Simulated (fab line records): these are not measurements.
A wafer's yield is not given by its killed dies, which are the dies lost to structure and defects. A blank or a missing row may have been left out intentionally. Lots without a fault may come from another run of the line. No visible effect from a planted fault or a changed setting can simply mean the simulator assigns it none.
Comparing a struck lot with a sound one || flow gf180mcu || 14 steps out of a route of 602
Sound: wafers L842.1, L842.5, L842.6. The struck wafers were L845.2, L845.5, L845.6. The cause comes at the end.
Order at every step that has rows: each side's tool, ch and its chambers, its first start. Under that, the readings that differ: sound wafers || struck wafers || difference of the means || sigmas: that difference in standard deviations of wafers without a fault.
alike: a reading whose means differ by less than 2 such deviations, as well as words and numbers matching on both sides. not compared: withheld readings; readings where some wafer has no value; bounds like >300 that might hide an equal value; numbers whose values overlap and for which the record gives no deviation.
The two part at a step that has a row with sigmas, a row that says differs or no value, or rows on one side only. Numbers that don't overlap but have no deviation are shown without sigmas and don't part them. Lack of a reading on every wafer of one side parts them only where that side has two or more wafers.

first, 2 steps without rows for these wafers: GF_M3_CLEAN_19 (cleans in DIW); GF_V3_CVD_00 (deposits SiO2, target thk 600 nm, time 100 s).
GF_V3_THK_MEAS_01:
  struck on filmMetro-01, day 24 20:43; sound on filmMetro-01, day 23 16:40
  alike: V3_CVD_00_THK
GF_V3_CVD_02: deposits SiO2 from TEOS, target thk 850 nm, time 94.851 s.
  sound on pecvd-04 ch 1,2, day 23 16:43; struck on pecvd-04 ch 0,2, day 24 20:46
  alike: heaterPowerW
GF_V3_THK_MEAS_03:
  struck on filmMetro-03, day 24 20:51; sound on filmMetro-02, day 23 16:47
  alike: V3_CVD_02_THK
GF_V3_CMP_04: polishes SiO2.
  sound on cmp-02 ch 0,2,3, day 23 17:00; struck on cmp-01 ch 0,2,3, day 24 21:03
  alike: headPressurePsi, motorCurrentA, timeToEndpointS
GF_V3_BOW_MEAS_05:
  struck on filmMetro-01, day 24 21:13; sound on filmMetro-01, day 23 17:09
  alike: V3_BOW
then, 5 steps without rows for these wafers: GF_V3_DEHYDRATE_06 (time 60 s); GF_V3_HMDS_07 (prime time 60 s); GF_V3_COAT_08; GF_V3_COAT_09 (resist thk 1000 nm); GF_V3_SOFTBAKE_10 (time 60 s).
GF_V3_EXPOSE_11: exposes mask Via3, target cd 260 nm.
  sound on krfScanner-01 ch 0, day 24 04:37; struck on krfScanner-01, day 25 07:47
  no value came back on the struck wafers for exposureDoseMJCm2, focusOffsetNm (nm), reticleTempC (C); on the sound wafers exposureDoseMJCm2 reads 38.02 38.02 38.01
  alike: mask
then, 1 step without rows for these wafers: GF_V3_PEB_12 (peb time 90 s).

== WHERE THEY PART ==
Only at GF_V3_EXPOSE_11, within this record.

WHY: what had been put in by the simulator
Skipped step whole: krfScanner-01, from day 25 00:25 on, at GF_V3_EXPOSE_11. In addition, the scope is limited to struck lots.
